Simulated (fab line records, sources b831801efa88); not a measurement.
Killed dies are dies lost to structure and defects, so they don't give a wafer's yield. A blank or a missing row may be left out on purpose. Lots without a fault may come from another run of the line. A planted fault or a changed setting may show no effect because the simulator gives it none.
fab line records | flow sky130
record lots=11 wafers=33 last_day=50
route steps=708 shown FIELD_ISO@14 VT_ADJUST_HVTP@92 VT_ADJUST_NCORE@129 SD_N@351
lots that met no fault: from a run of the same line without faults
start_h: hours from the record's first day to the start of the lot's first wafer shown | wait_h: hours since the lot's step before | " the same as in the row above | L1.1+2: a row that stands for several wafers | - no value, or no start given | * or withheld: withheld | < > ~ a bound
route shown NAME@n: a module of which the file shows steps, and the number in the route of the first | usual: mean/standard deviation of fault-free wafers | same: alike in all rows | chamber/n: place in a boat | sites: the reading at each site | _std_site: their standard deviation | _edge_site: outer sites' mean less inner sites' | radius_mm: how far each site lies from the wafer's centre | mask NAME#n: copy n | behind: the tool/chamber that last shaped the wafer | hold: why the lot was held/for how many hours/how that ended | device: the transistor (n, p or np) that didn't switch | end of line: the same wafers' tests at the end of the route | a step without rows: its recipe alone | killed: dies lost to structure and defects at the first sort, not the wafer's yield | map: a wafer's dies, x killed, . not, _ none there
set.NAME: the setting as run; set.NAME@STEP: as run at that earlier step | model.NAME: the simulator's own value behind a step, which no gauge read
steps of the route over a sample of lots; a table a step, a row a wafer
services: from which hour (start_h, from the record's first day; less than 0 if before it) a tool's chamber was out of use, for how many hours, and why
## steps
# step SKY_FIELD_ISO_CD_MEAS_13
# recipe target_cd_nm=150
# usual cd_nm=149.7/1.5
# columns lot.wafer tool chamber start_h wait_h cd_nm
L527.1 cd_sem-01 - 28.28 - 149.5
L527.3 " - " " 150.8
L527.6 " - " " 150.5
L530.2 cd_sem-01 - 43.75 - 148.7
L530.3 " - " " 148.3
L530.6 " - " " 149.0
L531.3 cd_sem-02 - 50.53 - 150.5
L531.4 " - " " 149.6
L531.6 " - " " 149.9
L533.3 cd_sem-02 - 59.27 - 149.8
L533.4 " - " " 148.7
L533.5 " - " " 149.2
L534.3 cd_sem-02 - 67.27 - 148.8
L534.5 " - " " 148.5
L534.6 " - " " 148.9
L535.2 cd_sem-02 - 69.80 - 149.6
L535.5 " - " " 150.6
L535.6 " - " " 151.6
L536.3 cd_sem-02 - 76.68 - 148.6
L536.4 " - " " 148.5
L536.6 " - " " 147.5
L538.3 cd_sem-02 - 85.18 - 151.1
L538.4 " - " " 150.6
L538.5 " - " " 151.3
L546.1 cd_sem-01 - 127.33 - 151.1
L546.2 " - " " 152.4
L546.6 " - " " 150.2
L547.1 cd_sem-02 - 135.04 - 149.7
L547.2 " - " " 149.2
L547.5 " - " " 149.2
L549.2 cd_sem-01 - 144.31 - 150.3
L549.3 " - " " 150.7
L549.5 " - " " 148.6
# step SKY_VT_ADJUST_HVTP_CD_MEAS_07
# recipe target_cd_nm=380
# usual cd_nm=380.1/2.6
# columns lot.wafer tool chamber start_h wait_h cd_nm
L527.1 cd_sem-01 - 123.64 0.1 379.8
L527.3 " - " " 380.5
L527.6 " - " " 375.1
L530.2 cd_sem-01 - 143.96 0.1 381.3
L530.3 " - " " 385.5
L530.6 " - " " 382.4
L531.3 cd_sem-01 - 148.43 0.1 382.7
L531.4 " - " " 381.8
L531.6 " - " " 381.5
L533.3 cd_sem-01 - 159.38 0.1 382.4
L533.4 " - " " 381.9
L533.5 " - " " 381.4
L534.3 cd_sem-01 - 172.73 0.1 376.8
L534.5 " - " " 378.3
L534.6 " - " " 377.6
L535.2 cd_sem-01 - 175.20 0.1 378.5
L535.5 " - " " 378.7
L535.6 " - " " 379.0
L536.3 cd_sem-01 - 183.98 0.1 383.4
L536.4 " - " " 386.0
L536.6 " - " " 384.6
L538.3 cd_sem-02 - 192.17 0.1 384.3
L538.4 " - " " 380.3
L538.5 " - " " 380.1
L546.1 cd_sem-02 - 239.33 0.1 382.4
L546.2 " - " " 384.5
L546.6 " - " " 383.1
L547.1 cd_sem-01 - 246.63 0.1 379.2
L547.2 " - " " 379.4
L547.5 " - " " 380.7
L549.2 cd_sem-01 - 264.31 0.1 379.4
L549.3 " - " " 380.7
L549.5 " - " " 377.2
# step SKY_VT_ADJUST_NCORE_STRIP_10
# recipe chemistry=O2/N2 power_w=1400 pressure_mtorr=1500 platen_temp_c=withheld o2_flow_sccm=3000 n2_flow_sccm=300 overash_fraction=0.5
# usual drypump_motor_current_A=6.0/0.49 oes_product_au=0.715/0.0045 strip_time_to_endpoint_s=14.17/0.044
# columns lot.wafer tool chamber start_h wait_h drypump_motor_current_A oes_product_au rf_hours_counter_h strip_time_to_endpoint_s
L527.1 plasma_asher-03 0 184.54 0.1 5.3 0.719 39 14.27
L527.3 " 0 " " 5.2 0.711 - 14.21
L527.6 " 0 " " 5.2 0.711 - 14.29
L530.2 plasma_asher-03 0 206.79 0.1 5.2 0.709 41 14.08
L530.3 " 0 " " 5.2 0.715 - 14.08
L530.6 " 0 " " 5.2 0.717 - 14.07
L531.3 plasma_asher-01 0 212.23 0.1 5.5 0.716 - 14.16
L531.4 " 1 " " 6.1 0.708 - 14.18
L531.6 " 1 " " 6.1 0.721 - 14.16
L533.3 plasma_asher-03 1 223.99 0.1 6.3 0.726 - 14.24
L533.4 " 0 " " 5.2 0.712 - 14.16
L533.5 " 1 " " 6.3 0.717 - 14.18
L534.3 plasma_asher-04 1 236.77 0.1 6.7 0.721 - 14.20
L534.5 " 1 " " 6.7 0.715 - 14.19
L534.6 " 0 " " 6.2 0.711 - 14.23
L535.2 plasma_asher-04 1 239.14 0.1 6.7 0.706 56 14.14
L535.5 " 1 " " 6.7 0.725 - 14.12
L535.6 " 0 " " 6.2 0.718 - 14.11
L536.3 plasma_asher-01 0 249.08 0.1 5.5 0.715 - 14.21
L536.4 " 1 " " 6.1 0.709 - 14.19
L536.6 " 1 " " 6.1 0.714 - 14.16
L538.3 plasma_asher-03 0 257.79 0.1 5.2 0.722 - 14.19
L538.4 " 1 " " 6.3 0.712 - 14.19
L538.5 " 0 " " 5.2 0.714 - 14.18
L546.1 plasma_asher-03 1 313.45 0.1 6.3 0.712 51 14.17
L546.2 " 0 " " 5.2 0.715 51 14.17
L546.6 " 1 " " 6.3 0.718 - 14.17
L547.1 plasma_asher-03 0 322.14 0.1 5.2 0.720 52 14.17
L547.2 " 1 " " 6.3 0.717 52 14.16
L547.5 " 0 " " 5.2 0.718 - 14.12
L549.2 plasma_asher-03 0 343.14 0.1 5.2 0.716 54 14.12
L549.3 " 0 " " 5.2 0.714 - 14.10
L549.5 " 1 " " 6.3 0.718 - 14.16
# step SKY_SD_N_IMPLANT_09
# recipe species=As energy_kev=50 dose_cm2=4e+15 tilt_deg=0
# usual beam_on_s=18.2/0.47 dose_ions_cm2=4e+15/4.4e+12
# same implant_ion_amu=75
# columns lot.wafer tool chamber start_h wait_h beam_on_s dose_ions_cm2
L527.1 implanter-01 0 649.59 0.0 17.4 3.996e+15
L527.3 " 0 " " 17.7 4.005e+15
L527.6 " 0 " " 17.5 3.999e+15
L530.2 implanter-01 0 674.97 0.0 18.4 3.995e+15
L530.3 " 0 " " 18.0 3.99e+15
L530.6 " 0 " " 17.6 3.996e+15
L531.3 implanter-01 0 678.29 0.1 17.9 3.997e+15
L531.4 " 0 " " 17.9 3.994e+15
L531.6 " 0 " " 17.6 3.99e+15
L533.3 implanter-03 0 691.69 0.1 18.8 4.007e+15
L533.4 " 0 " " 18.0 4e+15
L533.5 " 0 " " 18.8 4.002e+15
L534.3 implanter-03 0 720.84 0.1 18.8 3.999e+15
L534.5 " 0 " " 18.2 4.004e+15
L534.6 " 0 " " 18.6 3.994e+15
L535.2 implanter-03 0 723.31 0.0 10.2 2.16e+15
L535.5 " 0 " " 9.8 2.158e+15
L535.6 " 0 " " 10.4 2.16e+15
L536.3 implanter-01 0 724.79 0.1 17.7 3.996e+15
L536.4 " 0 " " 18.1 4.003e+15
L536.6 " 0 " " 18.2 4.002e+15
L538.3 implanter-03 0 732.44 0.1 10.0 2.158e+15
L538.4 " 0 " " 10.1 2.147e+15
L538.5 " 0 " " 10.0 2.153e+15
L546.1 implanter-01 0 794.32 0.0 18.2 4e+15
L546.2 " 0 " " 17.9 3.995e+15
L546.6 " 0 " " 17.9 4.001e+15
L547.1 implanter-04 0 800.54 0.0 18.7 4.001e+15
L547.2 " 0 " " 19.3 4.003e+15
L547.5 " 0 " " 18.3 4.001e+15
L549.2 implanter-01 0 825.37 0.0 18.1 3.998e+15
L549.3 " 0 " " 17.9 3.998e+15
L549.5 " 0 " " 18.2 3.995e+15
# step SKY_SD_N_STRIP_11
# recipe chemistry=O2/N2 power_w=1400 pressure_mtorr=1500 platen_temp_c=withheld o2_flow_sccm=3000 n2_flow_sccm=300 overash_fraction=0.5
# usual drypump_motor_current_A=5.8/0.31 oes_product_au=0.527/0.0041 strip_time_to_endpoint_s=22.54/0.043
# columns lot.wafer tool chamber start_h wait_h drypump_motor_current_A oes_product_au rf_hours_counter_h strip_time_to_endpoint_s
L527.1 plasma_asher-01 1 649.89 0.1 6.1 0.523 55 22.47
L527.3 " 0 " " 5.5 0.525 - 22.47
L527.6 " 0 " " 5.5 0.525 - 22.44
L530.2 plasma_asher-03 1 675.24 0.1 6.3 0.516 85 22.54
L530.3 " 1 " " 6.3 0.531 - 22.56
L530.6 " 1 " " 6.3 0.528 - 22.58
L531.3 plasma_asher-02 1 678.57 0.1 5.9 0.529 - 22.59
L531.4 " 0 " " 5.5 0.524 - 22.62
L531.6 " 0 " " 5.5 0.526 - 22.58
L533.3 plasma_asher-01 1 691.98 0.1 6.1 0.523 - 22.53
L533.4 " 0 " " 5.5 0.522 - 22.51
L533.5 " 0 " " 5.5 0.518 - 22.53
L534.3 plasma_asher-02 1 721.12 0.1 5.8 0.525 - 22.53
L534.5 " 0 " " 5.6 0.525 - 22.55
L534.6 " 1 " " 5.8 0.529 - 22.56
L535.2 plasma_asher-01 1 723.59 0.1 6.1 0.562 62 20.39
L535.5 " 1 " " 6.1 0.559 - 20.40
L535.6 " 0 " " 5.5 0.560 - 20.41
L536.3 plasma_asher-03 0 725.07 0.1 5.2 0.521 - 22.61
L536.4 " 1 " " 6.4 0.531 - 22.59
L536.6 " 0 " " 5.2 0.524 - 22.53
L538.3 plasma_asher-02 1 732.72 0.1 5.9 0.562 - 20.34
L538.4 " 0 " " 5.6 0.556 - 20.36
L538.5 " 1 " " 5.8 0.554 - 20.36
L546.1 plasma_asher-02 1 794.62 0.1 5.9 0.529 36 22.48
L546.2 " 0 " " 5.6 0.526 36 22.51
L546.6 " 0 " " 5.6 0.524 - 22.53
L547.1 plasma_asher-02 0 800.84 0.1 5.6 0.527 37 22.59
L547.2 " 1 " " 5.9 0.525 37 22.62
L547.5 " 0 " " 5.6 0.523 - 22.61
L549.2 plasma_asher-02 0 825.64 0.1 5.6 0.529 39 22.61
L549.3 " 0 " " 5.6 0.528 - 22.57
L549.5 " 1 " " 5.9 0.528 - 22.60
# step SKY_SD_N_RS_MEAS_16
# recipe thk_meas_gauge=four-point-probe
# usual SD_N_RS=68.67/0.17
# columns lot.wafer tool chamber start_h wait_h SD_N_RS[ohm/sq]
L527.1 film_metro-01 - 650.28 0.1 68.51
L527.3 " - " " 68.62
L527.6 " - " " 68.69
L530.2 film_metro-03 - 675.65 0.1 68.85
L530.3 " - " " 68.80
L530.6 " - " " 68.88
L531.3 film_metro-03 - 678.96 0.1 69.06
L531.4 " - " " 68.73
L531.6 " - " " 68.72
L533.3 film_metro-01 - 692.37 0.1 68.55
L533.4 " - " " 68.61
L533.5 " - " " 68.51
L534.3 film_metro-03 - 721.52 0.1 68.81
L534.5 " - " " 68.84
L534.6 " - " " 68.91
L535.2 film_metro-03 - 724.05 0.1 76.54
L535.5 " - " " 76.53
L535.6 " - " " 76.43
L536.3 film_metro-03 - 725.47 0.1 68.70
L536.4 " - " " 68.89
L536.6 " - " " 68.81
L538.3 film_metro-03 - 733.11 0.1 76.80
L538.4 " - " " 76.47
L538.5 " - " " 76.53
L546.1 film_metro-02 - 795.00 0.1 68.47
L546.2 " - " " 68.34
L546.6 " - " " 68.51
L547.1 film_metro-01 - 801.23 0.1 68.45
L547.2 " - " " 68.66
L547.5 " - " " 68.59
L549.2 film_metro-03 - 826.05 0.1 68.71
L549.3 " - " " 68.75
L549.5 " - " " 68.78
## services
# columns tool chamber start_h hours kind
plasma_asher-03 - 179.08 1.6 repair
plasma_asher-02 - 220.40 2.8 pm
implanter-01 - 233.90 2.8 pm
plasma_asher-02 - 282.24 3.0 repair
plasma_asher-03 - 285.98 6.6 repair
implanter-01 - 287.78 6.2 repair
implanter-01 - 336.88 0.9 repair
plasma_asher-03 - 352.82 8.9 repair
implanter-01 - 357.57 1.5 repair
plasma_asher-03 - 364.48 7.3 repair
implanter-01 - 381.44 1.0 repair
plasma_asher-02 - 385.04 21.0 repair
implanter-01 - 402.45 4.3 pm
plasma_asher-02 - 421.25 9.0 pm
implanter-01 - 443.61 3.8 repair
plasma_asher-03 - 475.92 3.0 repair
implanter-01 - 485.16 9.9 pm
plasma_asher-03 - 492.63 7.9 repair
plasma_asher-02 - 512.16 2.7 pm
plasma_asher-02 - 575.01 9.5 repair
implanter-01 - 622.01 5.2 repair
plasma_asher-03 - 624.33 12.8 repair
implanter-01 - 719.58 1.9 repair
plasma_asher-03 - 806.16 5.3 repair
## key
first_sign step=SKY_SD_N_IMPLANT_09 reading=dose_ions_cm2 direction=down sigmas=99+ usual=* struck=*
effect step=SKY_SD_N_IMPLANT_09 reading=beam_on_s direction=down sigmas=17 usual=18.2 struck=10.1
effect step=SKY_SD_N_STRIP_11 reading=strip_time_to_endpoint_s direction=down sigmas=50 usual=* struck=*
effect step=SKY_SD_N_RS_MEAS_16 reading=SD_N_RS direction=up sigmas=47 usual=68.67 struck=76.55
met_at SKY_SD_N_IMPLANT_09
struck_lots L535,L538
tester_left_out L535,L538
not_acting_at SKY_FIELD_ISO_CD_MEAS_13,SKY_VT_ADJUST_HVTP_CD_MEAS_07,SKY_VT_ADJUST_NCORE_STRIP_10
onset_between 720.84 723.31
fault kind=process_parameter_drift tool=implanter-03 chamber=- onset_h=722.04 steps=SKY_SD_N_IMPLANT_09 channel=dose_cm2 offset=* shape=step end_h=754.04 acts_in=* stated=*
# tester_left_out: of these lots the tester's yield and bins aren't shown, on N5 and GAA mostly nor the transistor test; their killed dies are dies lost to structure and defects alone, not to doping, threshold or leakage, so they don't give the yield
